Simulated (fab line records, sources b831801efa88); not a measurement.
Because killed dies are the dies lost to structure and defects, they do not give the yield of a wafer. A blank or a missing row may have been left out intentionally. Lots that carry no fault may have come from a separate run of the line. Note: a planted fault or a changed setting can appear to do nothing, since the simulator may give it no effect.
Which tool is to blame? + flow gf180mcu + Sampling: 12 lots, 35 wafers, 5 of 602 route steps

WHAT THE GAUGES SHOWED, per wafer
GF_V3_BOW_MEAS_05.
| lot  | measured     | on            | V3_BOW (um) |
|------|--------------|---------------|-------------|
| L795 | day 21 10:47 | film metro-02 | 113 103 125 |
| L796 | day 21 19:16 | film metro-03 | 107 100 111 |
| L797 | day 22 06:31 | film metro-01 | 119 130 114 |
| L798 | day 22 09:13 | film metro-01 | 113 119 112 |
| L799 | day 22 22:20 | film metro-01 | 120 116 111 |
| L800 | day 23 06:32 | film metro-02 | 123 130 127 |
| L801 | day 23 15:14 | film metro-02 | 102 114 126 |
| L802 | day 23 23:09 | film metro-01 | 127 120 117 |
| L805 | day 24 20:17 | film metro-01 | 116 122     |
| L815 | day 27 22:22 | film metro-03 | 114 103 111 |
| L816 | day 28 06:41 | film metro-01 | 110 118 113 |
| L818 | day 28 22:15 | film metro-02 | 108 111 118 |

GF_V3_CD_MEAS_14: target cd 260 nm.
| lot  | measured     | on        | cd nm (nm)        |
|------|--------------|-----------|-------------------|
| L795 | day 22 10:13 | cd sem-01 | 261.9 261.3 262.6 |
| L796 | day 22 18:06 | cd sem-01 | 259.5 259.8 259.6 |
| L797 | day 23 05:30 | cd sem-02 | 261.3 261.5 260.6 |
| L798 | day 23 07:57 | cd sem-02 | 259.1 258.6 258.3 |
| L799 | day 23 20:39 | cd sem-01 | 260.7 261.6 259.7 |
| L800 | day 24 05:18 | cd sem-02 | 260.3 260.2 260.6 |
| L801 | day 24 13:10 | cd sem-02 | 262.1 263.4 262.7 |
| L802 | day 24 20:53 | cd sem-02 | 263.1 262.8 262.4 |
| L805 | day 25 17:25 | cd sem-02 | 258.8 257.5       |
| L815 | day 28 17:39 | cd sem-02 | 260.3 261.0 260.5 |
| L816 | day 29 01:42 | cd sem-02 | 258.6 258.7 259.8 |
| L818 | day 29 16:44 | cd sem-01 | 260.0 259.9 259.3 |

GF_TOP_METAL_CD_MEAS_14: target cd 440 nm.
| lot  | measured     | on        | cd nm (nm)        |
|------|--------------|-----------|-------------------|
| L795 | day 28 02:58 | cd sem-01 | 438.0 438.1 437.2 |
| L796 | day 28 09:17 | cd sem-02 | 436.5 433.6 432.5 |
| L797 | day 28 19:59 | cd sem-02 | 438.3 438.3 437.3 |
| L798 | day 28 20:59 | cd sem-01 | 439.8 439.5 440.0 |
| L799 | day 29 08:44 | cd sem-02 | 442.6 440.9 441.6 |
| L800 | day 29 13:36 | cd sem-02 | 436.4 436.6 435.7 |
| L801 | day 29 21:21 | cd sem-02 | 438.6 436.7 436.8 |
| L802 | day 30 04:26 | cd sem-01 | 439.5 440.0 438.6 |
| L805 | day 30 23:18 | cd sem-01 | 441.5 449.8       |
| L815 | day 33 10:18 | cd sem-02 | 439.1 438.3 438.5 |
| L816 | day 33 16:08 | cd sem-02 | 436.2 437.4 437.1 |
| L818 | day 34 04:07 | cd sem-01 | 435.5 435.8 435.7 |

TOOL THAT RAN EACH LOT (tool first, then ch and the chambers of the sampled wafers, then the start)
| lot  | GF_TOP_METAL_SPUTTER_04      | GF_TOP_METAL_DEVELOP_13           |
|------|------------------------------|-----------------------------------|
| L795 | pvd sputter-03, day 27 07:05 | litho track-04 ch 0, day 28 02:49 |
| L796 | pvd sputter-01, day 27 14:08 | litho track-04 ch 0, day 28 09:08 |
| L797 | pvd sputter-04, day 28 00:32 | litho track-04 ch 0, day 28 19:50 |
| L798 | pvd sputter-04, day 28 01:52 | litho track-04 ch 0, day 28 20:50 |
| L799 | pvd sputter-04, day 28 13:05 | litho track-02 ch 0, day 29 08:33 |
| L800 | pvd sputter-01, day 28 19:00 | litho track-02 ch 0, day 29 13:27 |
| L801 | pvd sputter-04, day 29 02:47 | litho track-04 ch 0, day 29 21:13 |
| L802 | pvd sputter-04, day 29 09:57 | litho track-01 ch 0, day 30 04:18 |
| L805 | pvd sputter-03, day 30 05:14 | litho track-04 ch 0, day 30 23:10 |
| L815 | pvd sputter-04, day 32 18:31 | litho track-02 ch 0, day 33 10:09 |
| L816 | pvd sputter-03, day 33 00:55 | litho track-01 ch 0, day 33 16:00 |
| L818 | pvd sputter-03, day 33 13:26 | litho track-01 ch 0, day 34 03:58 |
- GF_TOP_METAL_SPUTTER_04: material TiN, target thk 25 nm, time 20.8 s.
- GF_TOP_METAL_DEVELOP_13: develop time 60 s.

WHAT THE TOOLS THEMSELVES READ (means of the sampled wafers that have a number; where no wafer has one, the mark that the record gives instead)
GF_TOP_METAL_SPUTTER_04.
| lot  | tool           | throttle valve pct (%) |
|------|----------------|------------------------|
| L795 | pvd sputter-03 | 30.3                   |
| L796 | pvd sputter-01 | 29.3                   |
| L797 | pvd sputter-04 | 30.3                   |
| L798 | pvd sputter-04 | 30.3                   |
| L799 | pvd sputter-04 | 30.8                   |
| L800 | pvd sputter-01 | 30.3                   |
| L801 | pvd sputter-04 | 30.9                   |
| L802 | pvd sputter-04 | 30.8                   |
| L805 | pvd sputter-03 | 29.9                   |
| L815 | pvd sputter-04 | 30.7                   |
| L816 | pvd sputter-03 | 30.8                   |
| L818 | pvd sputter-03 | 30.0                   |

THE ANSWER, worked out from the rows above alone
Rule: the usual values come from the lots themselves. Put in order of their means at a reading, lots are off if they are a third of the lots or fewer, leave a main group of 4 or more, and stand apart from it by a gap of 3 or more times the standard deviation of the main group's means; of several such gaps the widest counts. A main group whose means are all the same, to the digits that the tables above print for the reading, isn't used. Also off: a lot with no number at a reading for which 4 or more lots have one. Any other lot the step has rows for is counted as sound. Order of review: gauges by route order, followed by the tools' own readings, for which a lot's mean as printed above is used. The first step at which some lot is off is used, and at that step the reading that is off furthest; a lot without a number counts as furthest.
No lot is off at any reading shown: from this, nothing can be told.

WHAT WAS PUT IN BY THE SIMULATOR
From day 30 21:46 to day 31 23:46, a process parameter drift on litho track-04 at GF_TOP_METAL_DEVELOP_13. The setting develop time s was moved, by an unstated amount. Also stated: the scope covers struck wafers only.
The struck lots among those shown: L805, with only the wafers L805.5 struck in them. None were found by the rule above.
